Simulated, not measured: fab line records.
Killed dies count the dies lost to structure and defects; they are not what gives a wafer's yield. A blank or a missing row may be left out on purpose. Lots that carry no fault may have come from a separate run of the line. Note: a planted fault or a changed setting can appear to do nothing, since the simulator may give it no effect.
The tool behind it: which one? :: flow sky130 :: 33 wafers from 11 lots sampled at 5 of the route's 708 steps

== WHAT EACH GAUGE READ, for each wafer ==
SKY_VIA4_THK_MEAS_01. Usual: VIA4_HDPCVD_THK gives 1734 nm (standard deviation 20).
lot: L598
measured: day 41 23:00
on: film-metro-02
VIA4_HDPCVD_THK (nm): 1712 1753 1729
flag: 

lot: L601
measured: day 43 11:29
on: film-metro-01
VIA4_HDPCVD_THK (nm): 1716 1731 1749
flag: 

lot: L603
measured: day 43 14:37
on: film-metro-03
VIA4_HDPCVD_THK (nm): 1706 1729 1750
flag: 

lot: L605
measured: day 44 12:07
on: film-metro-02
VIA4_HDPCVD_THK (nm): 1727 1937 1740 1725 1937 1741
flag: OFF

lot: L607
measured: day 45 01:52
on: film-metro-02
VIA4_HDPCVD_THK (nm): 1746 1962 1724 1744 1963 1726
flag: OFF

lot: L612
measured: day 46 14:26
on: film-metro-01
VIA4_HDPCVD_THK (nm): 1746 1744 1740
flag: 

lot: L615
measured: day 47 17:01
on: film-metro-02
VIA4_HDPCVD_THK (nm): 1734 1718 1705
flag: 

lot: L617
measured: day 48 03:22
on: film-metro-01
VIA4_HDPCVD_THK (nm): 1746 1745 1715
flag: 

lot: L618
measured: day 48 04:44
on: film-metro-03
VIA4_HDPCVD_THK (nm): 1757 1749 1795
flag: 

lot: L620
measured: day 48 07:47
on: film-metro-01
VIA4_HDPCVD_THK (nm): 1706 1731 1735
flag: 

lot: L621
measured: day 48 12:01
on: film-metro-02
VIA4_HDPCVD_THK (nm): 1776 1703 1748
flag: 

SKY_VIA4_OVL_MEAS_11. Usual: VIA4_OVL gives 0.7 nm (standard deviation 1.6).
lot: L598
measured: day 42 23:07
on: overlay-02
VIA4_OVL (nm): 1.4 -0.5 2.4
flag: 

lot: L601
measured: day 44 10:32
on: overlay-02
VIA4_OVL (nm): 0.3 0.9 -0.5
flag: 

lot: L603
measured: day 44 12:24
on: overlay-02
VIA4_OVL (nm): 2.5 1.4 1.7
flag: 

lot: L605
measured: day 45 10:53
on: overlay-01
VIA4_OVL (nm): 0.8 0.5 0.6
flag: 

lot: L607
measured: day 45 23:20
on: overlay-01
VIA4_OVL (nm): 1.1 2.5 1.3
flag: 

lot: L612
measured: day 47 11:20
on: overlay-01
VIA4_OVL (nm): 2.2 -0.1 1.1
flag: 

lot: L615
measured: day 48 12:47
on: overlay-02
VIA4_OVL (nm): -0.8 -1.7 -1.6
flag: 

lot: L617
measured: day 48 22:59
on: overlay-02
VIA4_OVL (nm): 1.6 5.2 1.2
flag: 

lot: L618
measured: day 49 00:01
on: overlay-01
VIA4_OVL (nm): 1.7 1.0 0.9
flag: 

lot: L620
measured: day 49 03:17
on: overlay-01
VIA4_OVL (nm): 1.5 -0.3 1.9
flag: 

lot: L621
measured: day 49 07:10
on: overlay-02
VIA4_OVL (nm): 2.5 -0.4 -2.0
flag: 

== WHICH TOOL RAN EACH LOT (tool, then ch and the chambers of the sampled wafers, then the start) ==
lot: L598
SKY_METAL4_DESCUM_15: rie-metal-04 ch 0,1, day 41 21:53
SKY_METAL4_ETCH_16: rie-metal-04 ch 0,1, day 41 21:55
SKY_VIA4_HDPCVD_00: hdpcvd-02 ch 1,2, day 41 22:49

lot: L601
SKY_METAL4_DESCUM_15: rie-metal-03 ch 1, day 43 10:16
SKY_METAL4_ETCH_16: rie-metal-03 ch 1, day 43 10:22
SKY_VIA4_HDPCVD_00: hdpcvd-02 ch 0,1,2, day 43 11:17

lot: L603
SKY_METAL4_DESCUM_15: rie-metal-02 ch 0,1, day 43 13:26
SKY_METAL4_ETCH_16: rie-metal-02 ch 0,1, day 43 13:28
SKY_VIA4_HDPCVD_00: hdpcvd-01 ch 0,1, day 43 14:26

lot: L605
SKY_METAL4_DESCUM_15: rie-metal-04 ch 0,1, day 44 10:58
SKY_METAL4_ETCH_16: rie-metal-04 ch 0,1, day 44 11:01
SKY_VIA4_HDPCVD_00: hdpcvd-01 ch 0,1,2, day 44 11:55

lot: L607
SKY_METAL4_DESCUM_15: rie-metal-04 ch 0,1, day 45 00:46
SKY_METAL4_ETCH_16: rie-metal-04 ch 0,1, day 45 00:47
SKY_VIA4_HDPCVD_00: hdpcvd-01 ch 0,1,2, day 45 01:41

lot: L612
SKY_METAL4_DESCUM_15: rie-metal-03 ch 0,1, day 46 13:16
SKY_METAL4_ETCH_16: rie-metal-03 ch 0,1, day 46 13:19
SKY_VIA4_HDPCVD_00: hdpcvd-02 ch 0,1, day 46 14:14

lot: L615
SKY_METAL4_DESCUM_15: rie-metal-02 ch 0, day 47 15:43
SKY_METAL4_ETCH_16: rie-metal-02 ch 0, day 47 15:44
SKY_VIA4_HDPCVD_00: hdpcvd-02 ch 0,1,2, day 47 16:51

lot: L617
SKY_METAL4_DESCUM_15: rie-metal-02 ch 0,1, day 48 02:16
SKY_METAL4_ETCH_16: rie-metal-02 ch 0,1, day 48 02:17
SKY_VIA4_HDPCVD_00: hdpcvd-02 ch 0,1,2, day 48 03:11

lot: L618
SKY_METAL4_DESCUM_15: rie-metal-02 ch 0,1, day 48 03:29
SKY_METAL4_ETCH_16: rie-metal-02 ch 0,1, day 48 03:31
SKY_VIA4_HDPCVD_00: hdpcvd-02 ch 0,2, day 48 04:33

lot: L620
SKY_METAL4_DESCUM_15: rie-metal-04 ch 0,1, day 48 06:41
SKY_METAL4_ETCH_16: rie-metal-04 ch 0,1, day 48 06:43
SKY_VIA4_HDPCVD_00: hdpcvd-01 ch 1,2, day 48 07:36

lot: L621
SKY_METAL4_DESCUM_15: rie-metal-04 ch 0,1, day 48 10:52
SKY_METAL4_ETCH_16: rie-metal-04 ch 0,1, day 48 10:53
SKY_VIA4_HDPCVD_00: hdpcvd-01 ch 1,2, day 48 11:49
- SKY_METAL4_DESCUM_15: chemistry O2, time 8 s.
- SKY_METAL4_ETCH_16: etches BARC in N2/H2, stops on SiO2, time 88.2 s, target depth 60 nm.
- SKY_VIA4_HDPCVD_00: deposits SiO2, target thk 1750 nm, time 291.7 s.

== WHAT THE TOOLS THEMSELVES READ (means of the sampled wafers that have a number; where no wafer has one, the mark that the record gives instead) ==
SKY_METAL4_DESCUM_15. Usual: drypump-motor-current-A 5.4 A, standard deviation 0.42; oes-product-au 1.001 a.u., standard deviation 0.01; temp-c 40.00 C, standard deviation 0.12.
lot: L598
tool: rie-metal-04
drypump-motor-current-A (A): 5.4
oes-product-au (a.u.): 0.988
temp-c (C): 39.94
flag: 

lot: L601
tool: rie-metal-03
drypump-motor-current-A (A): 5.3
oes-product-au (a.u.): 0.995
temp-c (C): 40.02
flag: 

lot: L603
tool: rie-metal-02
drypump-motor-current-A (A): 5.5
oes-product-au (a.u.): 1.016
temp-c (C): 40.05
flag: 

lot: L605
tool: rie-metal-04
drypump-motor-current-A (A): 5.4
oes-product-au (a.u.): 0.999
temp-c (C): 40.04
flag: 

lot: L607
tool: rie-metal-04
drypump-motor-current-A (A): 5.1
oes-product-au (a.u.): 0.988
temp-c (C): 39.94
flag: 

lot: L612
tool: rie-metal-03
drypump-motor-current-A (A): 5.4
oes-product-au (a.u.): 1.010
temp-c (C): 40.00
flag: 

lot: L615
tool: rie-metal-02
drypump-motor-current-A (A): 6.0
oes-product-au (a.u.): 1.000
temp-c (C): 39.97
flag: 

lot: L617
tool: rie-metal-02
drypump-motor-current-A (A): 5.8
oes-product-au (a.u.): 1.006
temp-c (C): 40.04
flag: 

lot: L618
tool: rie-metal-02
drypump-motor-current-A (A): 5.5
oes-product-au (a.u.): 1.004
temp-c (C): 39.94
flag: 

lot: L620
tool: rie-metal-04
drypump-motor-current-A (A): 5.5
oes-product-au (a.u.): 0.984
temp-c (C): 40.01
flag: 

lot: L621
tool: rie-metal-04
drypump-motor-current-A (A): 5.1
oes-product-au (a.u.): 0.995
temp-c (C): 40.10
flag: 

SKY_METAL4_ETCH_16. Usual: bias-w 100.0 W, standard deviation 0.32; drypump-motor-current-A 5.4 A, standard deviation 0.42; oes-product-au 0.625 a.u., standard deviation 0.0049; throttle-valve-pct 13.205 %, standard deviation 0.0095.
lot: L598
tool: rie-metal-04
bias-w (W): 100.4
drypump-motor-current-A (A): 5.4
oes-product-au (a.u.): 0.624
throttle-valve-pct (%): 13.207
flag: 

lot: L601
tool: rie-metal-03
bias-w (W): 100.2
drypump-motor-current-A (A): 5.3
oes-product-au (a.u.): 0.623
throttle-valve-pct (%): 13.206
flag: 

lot: L603
tool: rie-metal-02
bias-w (W): 100.0
drypump-motor-current-A (A): 5.5
oes-product-au (a.u.): 0.623
throttle-valve-pct (%): 13.188
flag: 

lot: L605
tool: rie-metal-04
bias-w (W): 99.9
drypump-motor-current-A (A): 5.5
oes-product-au (a.u.): 0.627
throttle-valve-pct (%): 13.197
flag: 

lot: L607
tool: rie-metal-04
bias-w (W): 100.2
drypump-motor-current-A (A): 5.1
oes-product-au (a.u.): 0.624
throttle-valve-pct (%): 13.203
flag: 

lot: L612
tool: rie-metal-03
bias-w (W): 100.3
drypump-motor-current-A (A): 5.4
oes-product-au (a.u.): 0.631
throttle-valve-pct (%): 13.193
flag: 

lot: L615
tool: rie-metal-02
bias-w (W): 100.3
drypump-motor-current-A (A): 6.0
oes-product-au (a.u.): 0.626
throttle-valve-pct (%): 13.214
flag: 

lot: L617
tool: rie-metal-02
bias-w (W): 99.9
drypump-motor-current-A (A): 5.8
oes-product-au (a.u.): 0.631
throttle-valve-pct (%): 13.201
flag: 

lot: L618
tool: rie-metal-02
bias-w (W): 99.6
drypump-motor-current-A (A): 5.5
oes-product-au (a.u.): 0.623
throttle-valve-pct (%): 13.197
flag: 

lot: L620
tool: rie-metal-04
bias-w (W): 100.1
drypump-motor-current-A (A): 5.4
oes-product-au (a.u.): 0.618
throttle-valve-pct (%): 13.215
flag: 

lot: L621
tool: rie-metal-04
bias-w (W): 100.2
drypump-motor-current-A (A): 5.1
oes-product-au (a.u.): 0.628
throttle-valve-pct (%): 13.211
flag: 

SKY_VIA4_HDPCVD_00. Usual: run-length-s at 320.0 s, with a standard deviation of 0.64.
lot: L598
tool: hdpcvd-02
run-length-s (s): 320.1
flag: 

lot: L601
tool: hdpcvd-02
run-length-s (s): 320.2
flag: 

lot: L603
tool: hdpcvd-01
run-length-s (s): 319.2
flag: 

lot: L605
tool: hdpcvd-01
run-length-s (s): 332.5
flag: OFF

lot: L607
tool: hdpcvd-01
run-length-s (s): 332.4
flag: OFF

lot: L612
tool: hdpcvd-02
run-length-s (s): 319.9
flag: 

lot: L615
tool: hdpcvd-02
run-length-s (s): 320.3
flag: 

lot: L617
tool: hdpcvd-02
run-length-s (s): 320.4
flag: 

lot: L618
tool: hdpcvd-02
run-length-s (s): 320.3
flag: 

lot: L620
tool: hdpcvd-01
run-length-s (s): 319.2
flag: 

lot: L621
tool: hdpcvd-01
run-length-s (s): 319.1
flag: 

== THE ANSWER, worked out from the rows above alone ==
Rule: a lot counts as off when the mean over its wafers that have a number is more than 3 standard deviations away from the usual mean. Also off: a lot with no number at a reading for which 4 or more lots have one. Any other lot the step has rows for is counted as sound. First the gauges in route order, then the tools' own readings, where a lot's mean is used as printed above. At the first step where some lot is off, the reading lying furthest off is the one used; lots without a number count as furthest.
Off: L605, L607, at SKY_VIA4_THK_MEAS_01 (VIA4_HDPCVD_THK).
If a tool, at a process step before that reading, ran all the lots that are off and no sound lot after the first of them, it fits. The gauges at SKY_VIA4_THK_MEAS_01 aren't tried: what is off there is off at SKY_VIA4_HDPCVD_00 too, on other tools, and a gauge's error can't cause that. No candidate that was tried fits.

== WHAT HAD BEEN PUT IN BY THE SIMULATOR ==
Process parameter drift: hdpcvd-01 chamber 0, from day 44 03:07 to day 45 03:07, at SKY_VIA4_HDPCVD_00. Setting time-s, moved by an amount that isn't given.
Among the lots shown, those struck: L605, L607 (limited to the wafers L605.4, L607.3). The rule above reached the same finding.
